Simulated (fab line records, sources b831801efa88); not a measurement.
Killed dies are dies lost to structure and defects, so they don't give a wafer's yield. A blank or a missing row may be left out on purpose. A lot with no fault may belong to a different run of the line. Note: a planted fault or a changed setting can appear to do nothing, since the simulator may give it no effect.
A struck lot beside a sound one | flow sky130 | 14 steps out of a route of 708
Sound: these wafers, L743.1, L743.2, L743.5. Wafers L748.1, L748.4, L748.6 were the ones struck. The cause is given at the end.
Order at every step that has rows: each side's tool, ch and its chambers, its first start. Under that, the readings that differ: sound wafers | struck wafers | difference of the means | sigmas: that difference in standard deviations of wafers without a fault.
alike: same words and numbers on both sides, and readings whose means sit less than 2 such deviations apart. not compared: any withheld reading, any reading some wafer has no value for, any bound like >300 that may hide the same value, and any number with overlapping values for which the record gives no deviation.
A row with sigmas, a row that says differs or no value, or rows on one side alone: a step with any of these is where the two part. Numbers that have no deviation but don't overlap get no sigmas and don't part them. A reading missing from all wafers of one side parts the sides only when that side holds two or more wafers.

first, 3 steps without rows for these wafers: SKY_PASSIVATION_EXPOSE_08 (exposes mask NSM, target cd 3000 nm); SKY_PASSIVATION_PEB_09; SKY_PASSIVATION_DEVELOP_10 (develop time 60 s).
SKY_PASSIVATION_ETCH_11: etches the open film in CF4/O2, stops on AlCu, target depth 725 nm, time 161.1 s.
  sound on rie diel-01 ch 0,2,3, day 48 08:38; struck on rie diel-03 ch 0,1,3, day 49 03:09
  alike: O2_flow_sccm, bias w, drypump motor current A, oes product au, rf fwd power W, throttle valve pct
  not compared: rf hours counter h
SKY_PASSIVATION_STRIP_12: strips in O2/N2.
  sound on plasma asher-01 ch 0,1, day 48 08:45; struck on plasma asher-03 ch 0,1, day 49 03:16
  alike: drypump motor current A, oes product au, strip time to endpoint s
  not compared: rf hours counter h
then, 7 steps without rows for these wafers: SKY_PAD_OPEN_DEHYDRATE_00 (time 60 s); SKY_PAD_OPEN_HMDS_01 (prime time 60 s); SKY_PAD_OPEN_COAT_02 (resist thk 3000 nm); SKY_PAD_OPEN_SOFTBAKE_03; SKY_PAD_OPEN_EXPOSE_04 (exposes mask PDM, target cd 60000 nm); SKY_PAD_OPEN_PEB_05; SKY_PAD_OPEN_DEVELOP_06 (develop time 60 s).
SKY_PAD_OPEN_ETCH_07: etches the open film in CF4/O2, stops on AlCu, target depth 725 nm, time 164.9 s.
  sound on rie diel-04 ch 1,2,3, day 49 03:04; struck on rie diel-04 ch 0,3, day 49 19:44
  no value came back on the struck wafers for any of 5 readings (O2_flow_sccm (sccm), cf4 flow sccm (sccm) and others); on the sound wafers O2_flow_sccm (sccm) reads 9.96 10.02 10.01
  not compared: rf hours counter h
SKY_PAD_OPEN_STRIP_08: strips in O2/N2.
  sound on plasma asher-01 ch 0,1, day 49 03:10; struck on plasma asher-01 ch 0,1, day 49 19:51
  alike: drypump motor current A, oes product au, strip time to endpoint s
  not compared: rf hours counter h

WHERE THEY PART
Within this record, at SKY_PAD_OPEN_ETCH_07 only. Later steps at which nothing parts them and some readings are alike: SKY_PAD_OPEN_STRIP_08.

WHY: the cause the simulator had injected
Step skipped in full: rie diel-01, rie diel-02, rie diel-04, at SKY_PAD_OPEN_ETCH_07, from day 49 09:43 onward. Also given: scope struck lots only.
